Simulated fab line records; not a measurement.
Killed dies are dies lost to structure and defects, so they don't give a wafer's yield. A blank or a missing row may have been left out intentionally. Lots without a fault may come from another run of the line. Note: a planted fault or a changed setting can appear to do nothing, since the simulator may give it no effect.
A struck lot beside a sound one / flow gf180mcu / 37 steps out of a route of 602
Sound: the wafers L856.2, L856.4, L856.5. Struck: wafer L857.4 (L857.1, L857.2, from the same lot, were not struck and are left out); the cause is given at the end.
Order at every step that has rows: each side's tool, ch and its chambers, its first start. Under that, the readings that differ: sound wafers / struck wafers / difference of the means / sigmas: that difference in standard deviations of wafers without a fault.
alike: readings with means less than 2 such deviations apart, plus words and numbers identical on both sides. not compared: withheld readings, readings lacking a value on some wafer, bounds such as >300 that could conceal the same value, and numbers that have no deviation in the record and whose values overlap.
A row with sigmas, a row that says differs or no value, or rows on one side alone: a step with any of these is where the two part. Numbers that have no deviation but don't overlap get no sigmas and don't part them. A reading that every wafer of one side lacks parts them only if that side has two wafers or more.

first, 2 steps without rows for these wafers: GF_M1_PEB_12 (peb time 90 s); GF_M1_DEVELOP_13 (develop time 60 s).
GF_M1_CD_MEAS_14: the cd target is 230 nm.
  sound: cd sem-02 at day 20 23:41; struck: cd sem-02 at day 21 11:40
  alike: cd nm
GF_M1_OVL_MEAS_15:
  sound: overlay-02 at day 20 23:47; struck: overlay-02 at day 21 11:47
  alike: M1_OVL
then, 5 steps without rows for these wafers: GF_M1_METAL_ETCH_16 (etches the open film in Cl2/BCl3, stops on SiO2, target depth 627.5 nm, time 104.6 s); GF_M1_STRIP_17 (strips in O2/N2); GF_M1_STRIP_18 (strips in post etch residue remover, time 1200 s); GF_M1_CLEAN_19 (cleans in DIW); GF_V1_CVD_00 (deposits SiO2, target thk 600 nm, time 100 s).
GF_V1_THK_MEAS_01:
  sound: film metro-02 at day 21 00:38; struck: film metro-04 at day 21 12:34
  alike: V1_CVD_00_THK
GF_V1_CVD_02: deposits SiO2 from TEOS, target thk 850 nm, time 94.851 s.
  sound on pecvd-02 ch 1,2, day 21 00:41; struck on pecvd-04 ch 1, day 21 12:38
reading=heater power w (W); sound=755 803 567; struck=488; difference=-220; sigmas=-3
  alike: susceptor temp C
GF_V1_THK_MEAS_03:
  sound: film metro-02 at day 21 00:48; struck: film metro-02 at day 21 12:42
  alike: V1_CVD_02_THK
GF_V1_CMP_04: polishes SiO2.
  sound on cmp-02 ch 0,2,3, day 21 01:02; struck on cmp-02 ch 0, day 21 12:46
reading=time to endpoint s (s); sound=75 87 81; struck=101; difference=+20; sigmas=+3
reading=model.SiO2_of_V1_CVD_02.thk nm (nm); sound=631.3 632.3 632.8; struck=588.4; difference=-43.7; sigmas=
  alike: motor current A
GF_V1_BOW_MEAS_05:
  sound: film metro-01 at day 21 01:22; struck: film metro-01 at day 21 13:04
reading=V1_BOW (um); sound=70 84 94; struck=67; difference=-16; sigmas=-2
then, 8 steps without rows for these wafers: GF_V1_DEHYDRATE_06 (time 60 s); GF_V1_HMDS_07 (prime time 60 s); GF_V1_COAT_08; GF_V1_COAT_09 (resist thk 1000 nm); GF_V1_SOFTBAKE_10 (time 60 s); GF_V1_EXPOSE_11 (exposes mask Via1, target cd 260 nm); GF_V1_PEB_12 (peb time 90 s); GF_V1_DEVELOP_13 (develop time 60 s).
GF_V1_CD_MEAS_14: the cd target is 260 nm.
  sound: cd sem-02 at day 22 01:17; struck: cd sem-01 at day 22 11:49
  alike: cd nm
GF_V1_OVL_MEAS_15:
  sound: overlay-01 at day 22 01:23; struck: overlay-01 at day 22 11:56
  alike: V1_OVL
then, 1 step without rows for these wafers: GF_V1_ETCH_16 (etches BARC in N2/H2).
GF_V1_ETCH_17: etches SiO2 in C4F8/O2/Ar, stops on TiN, target depth 630 nm.
  sound on rie diel-01 ch 0,1,2; struck on rie diel-04 ch 3
reading=oes product au (a.u.); sound=0.850 0.859 0.855; struck=0.824; difference=-0.031; sigmas=-7
reading=model.etch.depth nm (nm); sound=631.3 632.3 632.8; struck=588.4; difference=-43.7; sigmas=
reading=model.V1.feature depth nm (nm); sound=631.3 632.3 632.8; struck=588.4; difference=-43.7; sigmas=
then, 3 steps without rows for these wafers: GF_V1_STRIP_18 (strips in O2/N2); GF_V1_STRIP_19 (strips in post etch residue remover, time 1200 s); GF_V1_CLEAN_20 (cleans in DIW).
GF_V1_SPUTTER_21: material Ti, target thk 15 nm, time 80.02 s.
  sound: pvd sputter-01 at day 22 02:10; struck: pvd sputter-02 at day 22 12:38
  alike: throttle valve pct
GF_V1_SPUTTER_22: material TiN, target thk 10 nm, time 40 s.
  sound: pvd sputter-01 at day 22 02:14; struck: pvd sputter-02 at day 22 12:41
  alike: throttle valve pct
GF_V1_CVD_23: deposits W, target thk 350 nm, time 105.05 s.
  sound on cvd w-02 ch 0, day 22 02:19; struck on cvd w-01 ch 1, day 22 12:44
  alike: heater power w, susceptor temp C
GF_V1_RS_MEAS_24: a four-point-probe measurement.
  sound: film metro-02 at day 22 02:31; struck: film metro-04 at day 22 12:50
  alike: V1_W_RS
GF_V1_THK_MEAS_25: measures by xrf.
  sound: film metro-02 at day 22 02:38; struck: film metro-04 at day 22 12:58
  alike: V1_W_THK
GF_V1_CMP_26: polishes, stops on SiO2, t overpolish 15 s, target thk 0 nm.
  sound on cmp-01 ch 0,2, day 22 02:44; struck on cmp-02 ch 0, day 22 13:01
reading=model.SiO2_of_V1_CVD_02.thk nm (nm); sound=627.5 628.5 629; struck=584.7; difference=-43.6; sigmas=
  alike: motor current A
GF_M2_SPUTTER_00: material Ti, target thk 37.5 nm, time 150 s.
  sound: pvd sputter-02 at day 22 02:59; struck: pvd sputter-01 at day 22 13:19
  alike: throttle valve pct
following that, these wafers have no rows for 1 step: GF_PASSIVATION_PROBE_99.

## WHERE THEY PART
At GF_V1_CVD_02 first; at GF_V1_ETCH_17 last (within this record only). Later steps at which nothing parts them and some readings are alike: GF_V1_SPUTTER_21, GF_V1_SPUTTER_22, GF_V1_CVD_23, GF_V1_RS_MEAS_24, GF_V1_THK_MEAS_25, GF_V1_CMP_26, GF_M2_SPUTTER_00.

WHY: what the simulator had put in
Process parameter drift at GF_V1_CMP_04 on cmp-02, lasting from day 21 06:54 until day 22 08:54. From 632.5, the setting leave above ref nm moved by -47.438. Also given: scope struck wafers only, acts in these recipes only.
